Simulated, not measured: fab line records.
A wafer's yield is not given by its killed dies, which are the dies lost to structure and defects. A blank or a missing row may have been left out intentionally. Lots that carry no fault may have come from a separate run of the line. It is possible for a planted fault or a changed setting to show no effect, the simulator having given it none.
fab line records + flow sky130
record:
- lots: 7
- wafers: 21
- last_day: 51
route steps=708 shown LOCAL_INTERCONNECT@396 CONTACT@406 PAD_OPEN@708
lots that met no fault: from a run of the same line without faults
start_h: start of the lot's first displayed wafer, in hours after the record's first day + wait_h: hours from the lot's prior step to this one + " identical to the entry in the row above + L1.1+2: one row covering several wafers at once + - no value, or no start given + * or withheld: withheld + < > ~ a bound
route shown NAME@n: names a module that has steps shown in the file, with the first one's number in the route + usual: average and standard deviation across the fault-free wafers + same: alike in all rows + chamber/n: place in a boat + sites: per-site readings + _std_site: standard deviation of those values + _edge_site: the outer-site mean with the inner-site mean subtracted + radius_mm: how far each site lies from the wafer's centre + mask NAME#n: copy n + behind: the last tool/chamber to shape the wafer + hold: why the lot was held/for how many hours/how that ended + device: names the non-switching transistor (n, p or np) + end of line: the route-end tests of the same wafers + where a step has no rows: the recipe by itself + killed: count of dies lost to structure and defects at first sort (not the wafer's yield) + map: a wafer's dies, x killed, . not, _ none there
set.NAME: the run value of the setting; set.NAME@STEP: its run value at that earlier step + model.NAME: the simulator's own value behind a step, which no gauge read
lots at some steps of the route; a table a step, a row a wafer
services: a tool's chamber out of use, with start hour (start_h, from the record's first day; less than 0 if before it), hours out, and reason
== steps ==
step: SKY_LOCAL_INTERCONNECT_PEB_09
recipe:
- peb_temp_c: withheld
- peb_time_s: withheld
- resist: KrF-thick
step: SKY_LOCAL_INTERCONNECT_DEVELOP_10
recipe:
- develop_time_s: 60
- resist: KrF-thick
- dev_temp_c: 21
step: SKY_LOCAL_INTERCONNECT_CD_MEAS_11
recipe:
- target_cd_nm: 170
usual:
- cd_nm: 170.1/1.3
| lot.wafer | tool      | chamber | start_h | wait_h | cd_nm |
|-----------|-----------|---------|---------|--------|-------|
| L596.1    | cd_sem-02 | -       | 705.49  | -      | 169.9 |
| L596.2    | "         | -       | "       | "      | 169.6 |
| L596.5    | "         | -       | "       | "      | 170.3 |
| L600.2    | cd_sem-02 | -       | 735.62  | -      | 169.2 |
| L600.4    | "         | -       | "       | "      | 169.3 |
| L600.6    | "         | -       | "       | "      | 168.8 |
| L607.2    | cd_sem-01 | -       | 792.96  | -      | 169.3 |
| L607.4    | "         | -       | "       | "      | 168.6 |
| L607.5    | "         | -       | "       | "      | 169.9 |
| L608.1    | cd_sem-01 | -       | 800.90  | -      | 170.5 |
| L608.2    | "         | -       | "       | "      | 170.6 |
| L608.6    | "         | -       | "       | "      | 170.2 |
| L609.2    | cd_sem-01 | -       | 809.42  | -      | 169.0 |
| L609.4    | "         | -       | "       | "      | 170.8 |
| L609.6    | "         | -       | "       | "      | 168.8 |
| L616.2    | cd_sem-02 | -       | 854.42  | -      | 169.3 |
| L616.4    | "         | -       | "       | "      | 169.6 |
| L616.5    | "         | -       | "       | "      | 170.0 |
| L619.2    | cd_sem-02 | -       | 906.52  | -      | 171.8 |
| L619.4    | "         | -       | "       | "      | 171.1 |
| L619.5    | "         | -       | "       | "      | 172.5 |
step: SKY_LOCAL_INTERCONNECT_OVL_MEAS_12
usual:
- LOCAL_INTERCONNECT_OVL: 3/4.6
| lot.wafer | tool       | chamber | start_h | wait_h | LOCAL_INTERCONNECT_OVL[nm] |
|-----------|------------|---------|---------|--------|----------------------------|
| L596.1    | overlay-02 | -       | 705.61  | 0.1    | -4                         |
| L596.2    | "          | -       | "       | "      | 3                          |
| L596.5    | "          | -       | "       | "      | -4                         |
| L600.2    | overlay-01 | -       | 735.72  | 0.1    | 7                          |
| L600.4    | "          | -       | "       | "      | 9                          |
| L600.6    | "          | -       | "       | "      | 7                          |
| L607.2    | overlay-02 | -       | 793.06  | 0.1    | 5                          |
| L607.4    | "          | -       | "       | "      | -4                         |
| L607.5    | "          | -       | "       | "      | 0                          |
| L608.1    | overlay-01 | -       | 801.02  | 0.1    | 0                          |
| L608.2    | "          | -       | "       | "      | 3                          |
| L608.6    | "          | -       | "       | "      | 2                          |
| L609.2    | overlay-02 | -       | 809.53  | 0.1    | 2                          |
| L609.4    | "          | -       | "       | "      | -1                         |
| L609.6    | "          | -       | "       | "      | -3                         |
| L616.2    | overlay-02 | -       | 854.52  | 0.1    | -4                         |
| L616.4    | "          | -       | "       | "      | -3                         |
| L616.5    | "          | -       | "       | "      | -4                         |
| L619.2    | overlay-01 | -       | 906.63  | 0.1    | 15                         |
| L619.4    | "          | -       | "       | "      | 11                         |
| L619.5    | "          | -       | "       | "      | 11                         |
step: SKY_LOCAL_INTERCONNECT_ETCH_13
recipe:
- chemistry: N2/H2
- target: BARC
- ion_energy_ev: 200
- bias_w: 100
- pressure_mtorr: 30
- n2_flow_sccm: 100
- h2_flow_sccm: 200
- icp_w: 500
- stop_on: SiO2
- time_s: 45.9
- target_depth_a: 600
usual:
- drypump_motor_current_A: 5.9/0.55
- oes_product_au: 0.854/0.0044
- rf_fwd_power_W: 493.6/2
- throttle_valve_pct: 13.224/0.0087
| lot.wafer | tool         | chamber | start_h | wait_h | drypump_motor_current_A | oes_product_au | rf_fwd_power_W | rf_hours_counter_h | throttle_valve_pct |
|-----------|--------------|---------|---------|--------|-------------------------|----------------|----------------|--------------------|--------------------|
| L596.1    | rie_metal-04 | 0       | 705.64  | 0.0    | 6.7                     | 0.850          | 492.4          | 12                 | 13.229             |
| L596.2    | "            | 0       | "       | "      | 6.7                     | 0.854          | 490.6          | -                  | 13.242             |
| L596.5    | "            | 0       | "       | "      | 6.7                     | 0.856          | 492.1          | -                  | 13.240             |
| L600.2    | rie_metal-01 | 1       | 735.75  | 0.0    | 5.5                     | 0.846          | 497.5          | 13                 | 13.221             |
| L600.4    | "            | 0       | "       | "      | 5.4                     | 0.855          | 493.0          | -                  | 13.229             |
| L600.6    | "            | 1       | "       | "      | 5.5                     | 0.855          | 495.0          | -                  | 13.224             |
| L607.2    | rie_metal-03 | 0       | 793.11  | 0.0    | 6.0                     | 0.854          | 492.7          | -                  | 13.224             |
| L607.4    | "            | 0       | "       | "      | 6.0                     | 0.852          | 493.7          | -                  | 13.218             |
| L607.5    | "            | 0       | "       | "      | 6.0                     | 0.858          | 493.0          | -                  | 13.243             |
| L608.1    | rie_metal-04 | 0       | 801.05  | 0.0    | 6.7                     | 0.860          | 492.4          | 15                 | 13.215             |
| L608.2    | "            | 1       | "       | "      | 6.2                     | 0.852          | 494.2          | 3                  | 13.217             |
| L608.6    | "            | 0       | "       | "      | 6.7                     | 0.851          | 494.9          | -                  | 13.213             |
| L609.2    | rie_metal-04 | 1       | 809.56  | 0.0    | 6.2                     | 0.846          | 492.4          | 3                  | 13.225             |
| L609.4    | "            | 0       | "       | "      | 6.7                     | 0.856          | 490.0          | -                  | 13.235             |
| L609.6    | "            | 0       | "       | "      | 6.7                     | 0.855          | 491.4          | -                  | 13.226             |
| L616.2    | rie_metal-01 | 1       | 854.55  | 0.0    | 5.5                     | 0.852          | 497.6          | 1                  | 13.221             |
| L616.4    | "            | 0       | "       | "      | 5.4                     | 0.851          | 492.6          | -                  | 13.227             |
| L616.5    | "            | 0       | "       | "      | 5.4                     | 0.854          | 491.1          | -                  | 13.222             |
| L619.2    | rie_metal-04 | 1       | 906.68  | 0.0    | 6.2                     | 0.851          | 493.5          | -                  | 13.224             |
| L619.4    | "            | 1       | "       | "      | 6.2                     | 0.852          | 494.5          | -                  | 13.221             |
| L619.5    | "            | 1       | "       | "      | 6.2                     | 0.846          | 493.2          | -                  | 13.222             |
step: SKY_LOCAL_INTERCONNECT_METAL_ETCH_14
recipe:
- target_depth_nm: 110
- stop_on: PSG
- chemistry: Cl2/BCl3
- target: TiN
- resist_sidewall_deg: 88
- pressure_mtorr: 10
- icp_w: 900
- bias_w: 48.5
- Cl2_flow_sccm: 60
- bcl3_flow_sccm: 30
- time_s: 31.4
usual:
- bcl3_flow_sccm: 30.00/0.081
- drypump_motor_current_A: 5.8/0.55
- oes_product_au: 0.942/0.0083
- rf_fwd_power_W: 886/4.2
- throttle_valve_pct: 21.900/0.011
| lot.wafer | tool         | chamber | start_h | wait_h | bcl3_flow_sccm | drypump_motor_current_A | oes_product_au | rf_fwd_power_W | rf_hours_counter_h | throttle_valve_pct |
|-----------|--------------|---------|---------|--------|----------------|-------------------------|----------------|----------------|--------------------|--------------------|
| L596.1    | rie_metal-04 | 0       | 705.77  | 0.1    | 29.97          | 6.7                     | 0.945          | 885            | 12                 | 21.872             |
| L596.2    | "            | 0       | "       | "      | 30.05          | 6.7                     | 0.946          | 888            | -                  | 21.892             |
| L596.5    | "            | 0       | "       | "      | 30.09          | 6.7                     | 0.952          | 885            | -                  | 21.902             |
| L600.2    | rie_metal-01 | 1       | 735.82  | 0.0    | 30.02          | 5.4                     | 0.956          | 886            | 13                 | 21.885             |
| L600.4    | "            | 0       | "       | "      | 30.15          | 5.4                     | 0.937          | 887            | -                  | 21.929             |
| L600.6    | "            | 1       | "       | "      | 30.04          | 5.4                     | 0.925          | 889            | -                  | 21.909             |
| L607.2    | rie_metal-03 | 0       | 793.24  | 0.1    | 29.95          | 6.0                     | 0.940          | 890            | -                  | 21.907             |
| L607.4    | "            | 0       | "       | "      | 29.96          | 6.0                     | 0.923          | 889            | -                  | 21.920             |
| L607.5    | "            | 0       | "       | "      | 29.97          | 6.0                     | 0.944          | 887            | -                  | 21.908             |
| L608.1    | rie_metal-04 | 0       | 801.12  | 0.0    | 29.94          | 6.7                     | 0.941          | 885            | 15                 | 21.908             |
| L608.2    | "            | 1       | "       | "      | 29.96          | 6.2                     | 0.944          | 880            | 3                  | 21.890             |
| L608.6    | "            | 0       | "       | "      | 29.93          | 6.7                     | 0.937          | 884            | -                  | 21.888             |
| L609.2    | rie_metal-04 | 1       | 809.62  | 0.0    | 30.01          | 6.2                     | 0.943          | 888            | 3                  | 21.885             |
| L609.4    | "            | 0       | "       | "      | 30.06          | 6.7                     | 0.936          | 885            | -                  | 21.905             |
| L609.6    | "            | 0       | "       | "      | 29.97          | 6.7                     | 0.944          | 882            | -                  | 21.883             |
| L616.2    | rie_metal-01 | 1       | 854.62  | 0.0    | 29.92          | 5.4                     | 0.953          | 895            | 1                  | 21.927             |
| L616.4    | "            | 0       | "       | "      | 29.92          | 5.4                     | 0.946          | 883            | -                  | 21.906             |
| L616.5    | "            | 0       | "       | "      | 29.98          | 5.4                     | 0.954          | 880            | -                  | 21.901             |
| L619.2    | rie_metal-04 | 1       | 906.80  | 0.1    | 30.02          | 6.2                     | 0.952          | 889            | -                  | 21.890             |
| L619.4    | "            | 1       | "       | "      | 30.05          | 6.2                     | 0.950          | 885            | -                  | 21.891             |
| L619.5    | "            | 1       | "       | "      | 30.10          | 6.2                     | 0.965          | 888            | -                  | 21.893             |
step: SKY_LOCAL_INTERCONNECT_STRIP_15
recipe:
- chemistry: O2/N2
- power_w: 1400
- pressure_mtorr: 1500
- platen_temp_c: withheld
- o2_flow_sccm: 3000
- n2_flow_sccm: 300
- overash_fraction: 0.5
usual:
- drypump_motor_current_A: 5.5/0.39
- oes_product_au: 0.427/0.0046
- strip_time_to_endpoint_s: 4.725/0.021
| lot.wafer | tool            | chamber | start_h | wait_h | drypump_motor_current_A | oes_product_au | rf_hours_counter_h | strip_time_to_endpoint_s |
|-----------|-----------------|---------|---------|--------|-------------------------|----------------|--------------------|--------------------------|
| L596.1    | plasma_asher-03 | 0       | 705.87  | 0.1    | 5.7                     | 0.428          | 90                 | 4.731                    |
| L596.2    | "               | 1       | "       | "      | 5.6                     | 0.431          | 90                 | 4.736                    |
| L596.5    | "               | 1       | "       | "      | 5.6                     | 0.429          | -                  | 4.726                    |
| L600.2    | plasma_asher-01 | 1       | 735.87  | 0.0    | 6.2                     | 0.425          | 61                 | 4.711                    |
| L600.4    | "               | 0       | "       | "      | 5.3                     | 0.429          | -                  | 4.727                    |
| L600.6    | "               | 1       | "       | "      | 6.2                     | 0.432          | -                  | 4.699                    |
| L607.2    | plasma_asher-01 | 1       | 793.32  | 0.1    | 6.2                     | 0.425          | 67                 | 4.708                    |
| L607.4    | "               | 0       | "       | "      | 5.3                     | 0.430          | -                  | 4.715                    |
| L607.5    | "               | 0       | "       | "      | 5.3                     | 0.425          | -                  | 4.722                    |
| L608.1    | plasma_asher-03 | 0       | 801.17  | 0.0    | 5.7                     | 0.435          | 100                | 4.737                    |
| L608.2    | "               | 1       | "       | "      | 5.6                     | 0.426          | 100                | 4.727                    |
| L608.6    | "               | 1       | "       | "      | 5.6                     | 0.430          | -                  | 4.733                    |
| L609.2    | plasma_asher-01 | 0       | 809.67  | 0.0    | 5.3                     | 0.423          | 69                 | 4.757                    |
| L609.4    | "               | 1       | "       | "      | 6.1                     | 0.428          | -                  | 4.740                    |
| L609.6    | "               | 0       | "       | "      | 5.3                     | 0.428          | -                  | 4.724                    |
| L616.2    | plasma_asher-01 | 1       | 854.67  | 0.0    | 6.2                     | 0.428          | 74                 | 4.699                    |
| L616.4    | "               | 0       | "       | "      | 5.3                     | 0.427          | -                  | 4.726                    |
| L616.5    | "               | 0       | "       | "      | 5.3                     | 0.427          | -                  | 4.739                    |
| L619.2    | plasma_asher-04 | 0       | 906.89  | 0.1    | 5.2                     | 0.425          | 45                 | 4.694                    |
| L619.4    | "               | 0       | "       | "      | 5.2                     | 0.426          | -                  | 4.728                    |
| L619.5    | "               | 1       | "       | "      | 5.1                     | 0.425          | -                  | 4.713                    |
step: SKY_LOCAL_INTERCONNECT_STRIP_16
recipe:
- chemistry: post_etch_residue_remover
- time_s: 1200
- temp_c: 72.5
step: SKY_LOCAL_INTERCONNECT_CLEAN_17
recipe:
- chemistry: IPA
- time_s: 180
- temp_c: 25
step: SKY_LOCAL_INTERCONNECT_CLEAN_18
recipe:
- chemistry: O3/DIW
- dry: n2_spin
step: SKY_CONTACT_CVD_00
recipe:
- material: Si3N4
- target_thk_nm: 75
- temp_c: 400
- time_s: withheld
- rf_w: 450
usual:
- heater_power_w: 703/83
- rf_fwd_power_W: 444.4/2
| lot.wafer | tool     | chamber | start_h | wait_h | heater_power_w | rf_fwd_power_W |
|-----------|----------|---------|---------|--------|----------------|----------------|
| L596.1    | pecvd-02 | 2       | 706.60  | 0.0    | 607            | 447.8          |
| L596.2    | "        | 1       | "       | "      | 715            | 443.0          |
| L596.5    | "        | 1       | "       | "      | 715            | 440.1          |
| L600.2    | pecvd-02 | 0       | 736.48  | 0.0    | 870            | 445.7          |
| L600.4    | "        | 2       | "       | "      | 600            | 443.9          |
| L600.6    | "        | 1       | "       | "      | 689            | 441.4          |
| L607.2    | pecvd-02 | 2       | 793.91  | 0.0    | 679            | 446.2          |
| L607.4    | "        | 1       | "       | "      | 722            | 445.0          |
| L607.5    | "        | 2       | "       | "      | 687            | 445.0          |
| L608.1    | pecvd-02 | 1       | 801.76  | 0.0    | 648            | 442.2          |
| L608.2    | "        | 0       | "       | "      | 824            | 445.6          |
| L608.6    | "        | 1       | "       | "      | 651            | 443.9          |
| L609.2    | pecvd-03 | 1       | 810.26  | 0.0    | 762            | 440.3          |
| L609.4    | "        | 2       | "       | "      | 656            | 444.9          |
| L609.6    | "        | 0       | "       | "      | 582            | 443.0          |
| L616.2    | pecvd-04 | 0       | 855.26  | 0.0    | 626            | 442.1          |
| L616.4    | "        | 2       | "       | "      | 750            | 441.6          |
| L616.5    | "        | 1       | "       | "      | 736            | 446.6          |
| L619.2    | pecvd-02 | 0       | 907.55  | 0.0    | 766            | 445.1          |
| L619.4    | "        | 0       | "       | "      | 767            | 445.6          |
| L619.5    | "        | 2       | "       | "      | 646            | 447.8          |
step: SKY_CONTACT_THK_MEAS_01
recipe:
- reads: Si3N4_of_CONTACT_CVD_00
usual:
- CONTACT_CVD_00_THK: 74.7/1.2
| lot.wafer | tool          | chamber | start_h | wait_h | CONTACT_CVD_00_THK[nm] |
|-----------|---------------|---------|---------|--------|------------------------|
| L596.1    | film_metro-04 | -       | 706.64  | -      | 74.8                   |
| L596.2    | "             | -       | "       | "      | 74.7                   |
| L596.5    | "             | -       | "       | "      | 74.9                   |
| L600.2    | film_metro-04 | -       | 736.57  | -      | 73.6                   |
| L600.4    | "             | -       | "       | "      | 75.4                   |
| L600.6    | "             | -       | "       | "      | 74.2                   |
| L607.2    | film_metro-02 | -       | 793.96  | -      | 74.1                   |
| L607.4    | "             | -       | "       | "      | 74.8                   |
| L607.5    | "             | -       | "       | "      | 74.0                   |
| L608.1    | film_metro-01 | -       | 801.79  | -      | 74.9                   |
| L608.2    | "             | -       | "       | "      | 73.2                   |
| L608.6    | "             | -       | "       | "      | 75.3                   |
| L609.2    | film_metro-01 | -       | 810.31  | -      | 73.8                   |
| L609.4    | "             | -       | "       | "      | 75.4                   |
| L609.6    | "             | -       | "       | "      | 77.1                   |
| L616.2    | film_metro-04 | -       | 855.30  | -      | 75.2                   |
| L616.4    | "             | -       | "       | "      | 73.2                   |
| L616.5    | "             | -       | "       | "      | 75.7                   |
| L619.2    | film_metro-02 | -       | 907.61  | -      | 72.7                   |
| L619.4    | "             | -       | "       | "      | 73.6                   |
| L619.5    | "             | -       | "       | "      | 76.0                   |
step: SKY_CONTACT_HDPCVD_02
recipe:
- material: SiO2
- target_thk_nm: 565
- sigma_open_frac: 0.3
- time_s: 94.2
- temp_c: 600
- sih4_flow_sccm: 60
- pressure_mtorr: 6
| lot.wafer | tool      | chamber | start_h | wait_h | model.SiO2_of_CONTACT_HDPCVD_02.thk_nm |
|-----------|-----------|---------|---------|--------|----------------------------------------|
| L596.1    | hdpcvd-01 | 2       | 706.70  | 0.1    | 563.4                                  |
| L596.2    | "         | 0       | "       | "      | 575.8                                  |
| L596.5    | "         | 0       | "       | "      | 564.2                                  |
| L600.2    | hdpcvd-02 | 1       | 736.62  | 0.0    | 556.9                                  |
| L600.4    | "         | 1       | "       | "      | 555.9                                  |
| L600.6    | "         | 2       | "       | "      | 557.8                                  |
| L607.2    | hdpcvd-02 | 2       | 794.01  | 0.0    | 954.1                                  |
| L607.4    | "         | 2       | "       | "      | 560.3                                  |
| L607.5    | "         | 0       | "       | "      | 954.2                                  |
| L608.1    | hdpcvd-02 | 2       | 801.85  | 0.1    | 564.9                                  |
| L608.2    | "         | 0       | "       | "      | 960.6                                  |
| L608.6    | "         | 1       | "       | "      | 550.9                                  |
| L609.2    | hdpcvd-02 | 0       | 810.36  | 0.0    | 954.1                                  |
| L609.4    | "         | 0       | "       | "      | 559                                    |
| L609.6    | "         | 2       | "       | "      | 563.9                                  |
| L616.2    | hdpcvd-01 | 2       | 855.35  | 0.0    | 577.5                                  |
| L616.4    | "         | 0       | "       | "      | 567                                    |
| L616.5    | "         | 2       | "       | "      | 574.5                                  |
| L619.2    | hdpcvd-01 | 1       | 907.66  | 0.0    | 568                                    |
| L619.4    | "         | 1       | "       | "      | 564.6                                  |
| L619.5    | "         | 0       | "       | "      | 577                                    |
step: SKY_CONTACT_THK_MEAS_03
recipe:
- reads: SiO2_of_CONTACT_HDPCVD_02
usual:
- CONTACT_HDPCVD_THK: 565/8.6
| lot.wafer | tool          | chamber | start_h | wait_h | CONTACT_HDPCVD_THK[nm] |
|-----------|---------------|---------|---------|--------|------------------------|
| L596.1    | film_metro-02 | -       | 706.77  | 0.0    | 564                    |
| L596.2    | "             | -       | "       | "      | 576                    |
| L596.5    | "             | -       | "       | "      | 564                    |
| L600.2    | film_metro-04 | -       | 736.70  | 0.0    | 557                    |
| L600.4    | "             | -       | "       | "      | 556                    |
| L600.6    | "             | -       | "       | "      | 558                    |
| L607.2    | film_metro-04 | -       | 794.12  | 0.1    | 955                    |
| L607.4    | "             | -       | "       | "      | 560                    |
| L607.5    | "             | -       | "       | "      | 955                    |
| L608.1    | film_metro-04 | -       | 801.92  | 0.0    | 565                    |
| L608.2    | "             | -       | "       | "      | 960                    |
| L608.6    | "             | -       | "       | "      | 551                    |
| L609.2    | film_metro-04 | -       | 810.44  | 0.0    | 954                    |
| L609.4    | "             | -       | "       | "      | 559                    |
| L609.6    | "             | -       | "       | "      | 564                    |
| L616.2    | film_metro-02 | -       | 855.43  | 0.0    | 577                    |
| L616.4    | "             | -       | "       | "      | 567                    |
| L616.5    | "             | -       | "       | "      | 575                    |
| L619.2    | film_metro-04 | -       | 907.74  | 0.0    | 569                    |
| L619.4    | "             | -       | "       | "      | 565                    |
| L619.5    | "             | -       | "       | "      | 577                    |
step: SKY_CONTACT_CMP_04
recipe:
- material: SiO2
- down_force_psi: 4
- platen_rpm: 60
- pad_velocity_m_s: 0.94248
usual:
- motor_current_A: 11.8/0.84
- time_to_endpoint_s: 86/5.4
| lot.wafer | tool   | chamber | start_h | wait_h | motor_current_A | time_to_endpoint_s |
|-----------|--------|---------|---------|--------|-----------------|--------------------|
| L596.2    | cmp-02 | 1       | 706.88  | 0.1    | 12.0            | 87                 |
| L596.1    | "      | 3       | "       | "      | 11.6            | 93                 |
| L596.5    | "      | 1       | "       | "      | 11.0            | 81                 |
| L600.4    | cmp-02 | 1       | 736.75  | 0.0    | 12.0            | 81                 |
| L600.2    | "      | 2       | "       | "      | 12.1            | 86                 |
| L600.6    | "      | 1       | "       | "      | 11.3            | 81                 |
| L607.2    | cmp-02 | 0       | 794.22  | 0.1    | 11.0            | 233                |
| L607.4    | "      | 1       | "       | "      | 11.0            | 77                 |
| L607.5    | "      | 0       | "       | "      | 11.3            | 233                |
| L608.1    | cmp-02 | 0       | 801.98  | 0.1    | 11.0            | 85                 |
| L608.2    | "      | 2       | "       | "      | 11.9            | 234                |
| L608.6    | "      | 1       | "       | "      | 12.1            | 73                 |
| L609.4    | cmp-02 | 2       | 810.54  | 0.1    | 12.0            | 82                 |
| L609.2    | "      | 0       | "       | "      | 11.0            | 236                |
| L609.6    | "      | 2       | "       | "      | 12.4            | 84                 |
| L616.4    | cmp-01 | 1       | 855.48  | 0.0    | 13.5            | 88                 |
| L616.2    | "      | 0       | "       | "      | 11.5            | 88                 |
| L616.5    | "      | 2       | "       | "      | 12.4            | 88                 |
| L619.2    | cmp-01 | 1       | 907.84  | 0.1    | 14.3            | 97                 |
| L619.4    | "      | 2       | "       | "      | 12.1            | 88                 |
| L619.5    | "      | 1       | "       | "      | 13.7            | 101                |
step: SKY_CONTACT_BOW_MEAS_05
recipe:
- mode: bow
usual:
- CONTACT_BOW: 82/6.3
| lot.wafer | tool          | chamber | start_h | wait_h | CONTACT_BOW[um] |
|-----------|---------------|---------|---------|--------|-----------------|
| L596.1    | film_metro-04 | -       | 707.13  | 0.1    | 76              |
| L596.2    | "             | -       | "       | "      | 88              |
| L596.5    | "             | -       | "       | "      | 83              |
| L600.2    | film_metro-02 | -       | 737.07  | 0.2    | 82              |
| L600.4    | "             | -       | "       | "      | 80              |
| L600.6    | "             | -       | "       | "      | 85              |
| L607.2    | film_metro-04 | -       | 794.49  | 0.2    | 82              |
| L607.4    | "             | -       | "       | "      | 82              |
| L607.5    | "             | -       | "       | "      | 83              |
| L608.1    | film_metro-04 | -       | 802.28  | 0.2    | 78              |
| L608.2    | "             | -       | "       | "      | 79              |
| L608.6    | "             | -       | "       | "      | 87              |
| L609.2    | film_metro-04 | -       | 810.81  | 0.1    | 97              |
| L609.4    | "             | -       | "       | "      | 93              |
| L609.6    | "             | -       | "       | "      | 95              |
| L616.2    | film_metro-01 | -       | 855.80  | 0.1    | 78              |
| L616.4    | "             | -       | "       | "      | 92              |
| L616.5    | "             | -       | "       | "      | 92              |
| L619.2    | film_metro-02 | -       | 908.11  | 0.2    | 87              |
| L619.4    | "             | -       | "       | "      | 83              |
| L619.5    | "             | -       | "       | "      | 86              |
step: SKY_PAD_OPEN_PROBE_99
usual:
- killed_at_M0_to_M3: 43/6.5
- killed_at_M4_up: 3.1/1.8
- killed_at_contacts: 24/5.6
- killed_at_front_end: 15/4.2
- killed_at_other: 0.3/0.5
- killed_dies: 86/8.9
- killed_open: 47/6.9
- killed_short: 39/5.9
same:
- gross_dies: 492
- killed_at_back_side: 0
| lot.wafer | tool      | chamber | start_h | wait_h | killed_at_M0_to_M3 | killed_at_M4_up | killed_at_contacts | killed_at_front_end | killed_at_other | killed_dies | killed_open | killed_short |
|-----------|-----------|---------|---------|--------|--------------------|-----------------|--------------------|---------------------|-----------------|-------------|-------------|--------------|
| L619.2    | prober-02 | -       | 1212.08 | 0.1    | 44                 | 1               | 21                 | 23                  | 0               | 89          | 59          | 30           |
| L619.4    | prober-02 | -       | 1212.18 | 0.2    | 41                 | 2               | 26                 | 17                  | 0               | 86          | 40          | 46           |
| L619.5    | prober-02 | -       | 1212.23 | 0.2    | 44                 | 1               | 36                 | 15                  | 1               | 97          | 52          | 45           |
killed by level:class
L619.2 CONTACT:geometric_particle:open=13 VIA2:geometric_particle:open=8 VIA1:geometric_particle:open=7 VIA3:geometric_particle:open=7 FIELD_ISO:geometric_particle:open=5 FIELD_ISO:geometric_particle:short=5 LI_CONTACT:geometric_particle:open=5 METAL1:geometric_particle:short=4
L619.4 CONTACT:geometric_particle:open=13 POLY_GATE:geometric_particle:short=6 VIA2:geometric_particle:short=6 VIA1:geometric_particle:open=6 VIA3:geometric_particle:open=5 METAL1:geometric_particle:short=5 VIA1:geometric_particle:short=5 VIA2:geometric_particle:open=5
L619.5 CONTACT:geometric_particle:open=12 METAL1:geometric_particle:short=9 METAL2:geometric_particle:short=8 LI_CONTACT:geometric_particle:open=8 CONTACT:geometric_particle:short=8 VIA1:geometric_particle:open=8 POLY_GATE:geometric_particle:short=6 POLY_GATE:geometric_particle:open=6
== services ==
| tool            | chamber | start_h | hours | kind   |
|-----------------|---------|---------|-------|--------|
| cmp-02          | -       | 688.07  | 0.6   | repair |
| cmp-02          | -       | 689.87  | 8.6   | pm     |
| plasma_asher-03 | -       | 690.31  | 0.4   | repair |
| plasma_asher-01 | -       | 694.85  | 2.8   | pm     |
| hdpcvd-02       | -       | 700.82  | 6.1   | repair |
| cmp-02          | -       | 701.02  | 0.5   | repair |
| rie_metal-01    | -       | 724.78  | 1.4   | pm     |
| pecvd-02        | 0       | 738.19  | 8.4   | repair |
| cmp-02          | -       | 744.11  | 4.0   | pm     |
| hdpcvd-01       | -       | 746.63  | 0.9   | repair |
| rie_metal-01    | 1       | 760.15  | 20.5  | repair |
| hdpcvd-02       | -       | 770.12  | 0.3   | repair |
| cmp-02          | -       | 770.27  | 2.5   | repair |
| rie_metal-04    | -       | 786.14  | 4.3   | pm     |
| hdpcvd-01       | -       | 791.96  | 5.7   | repair |
| hdpcvd-02       | 1       | 793.96  | 4.4   | repair |
| rie_metal-01    | -       | 803.63  | 0.2   | repair |
| pecvd-02        | -       | 814.75  | 0.8   | repair |
| pecvd-02        | -       | 860.50  | 0.9   | repair |
| hdpcvd-02       | -       | 872.14  | 0.9   | repair |
| rie_metal-04    | -       | 874.29  | 0.3   | repair |
| cmp-02          | -       | 875.67  | 2.1   | repair |
| pecvd-02        | 1       | 875.88  | 12.1  | repair |
| rie_metal-04    | -       | 896.08  | 1.0   | repair |
== key ==
first_sign:
- step: SKY_CONTACT_THK_MEAS_03
- reading: CONTACT_HDPCVD_THK
- direction: up
- sigmas: 46
- usual: 565
- struck: 956
effect:
- step: SKY_CONTACT_CMP_04
- reading: time_to_endpoint_s
- direction: up
- sigmas: 27
- usual: *
- struck: *
model_effect:
- step: SKY_CONTACT_HDPCVD_02
- value: SiO2_of_CONTACT_HDPCVD_02.thk_nm
- without: 560.1
- struck: 955.8
met_at SKY_CONTACT_HDPCVD_02
struck_wafers L607.2,L607.5,L608.2,L609.2
tester_left_out L607,L608,L609
onset_between 736.62 794.01
fault:
- kind: process_parameter_drift
- tool: hdpcvd-02
- chamber: -
- onset_h: 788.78
- steps: SKY_CONTACT_HDPCVD_02
- channel: target_thk_nm
- offset: 395.71
- shape: step
- end_h: 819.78
- scope: struck_wafers_only
- acts_in: these_recipes_only
- stated: 565
tester_left_out: of these lots the tester's yield and bins aren't shown, on N5 and GAA mostly nor the transistor test; their killed dies are dies lost to structure and defects alone, not to doping, threshold or leakage, so they don't give the yield
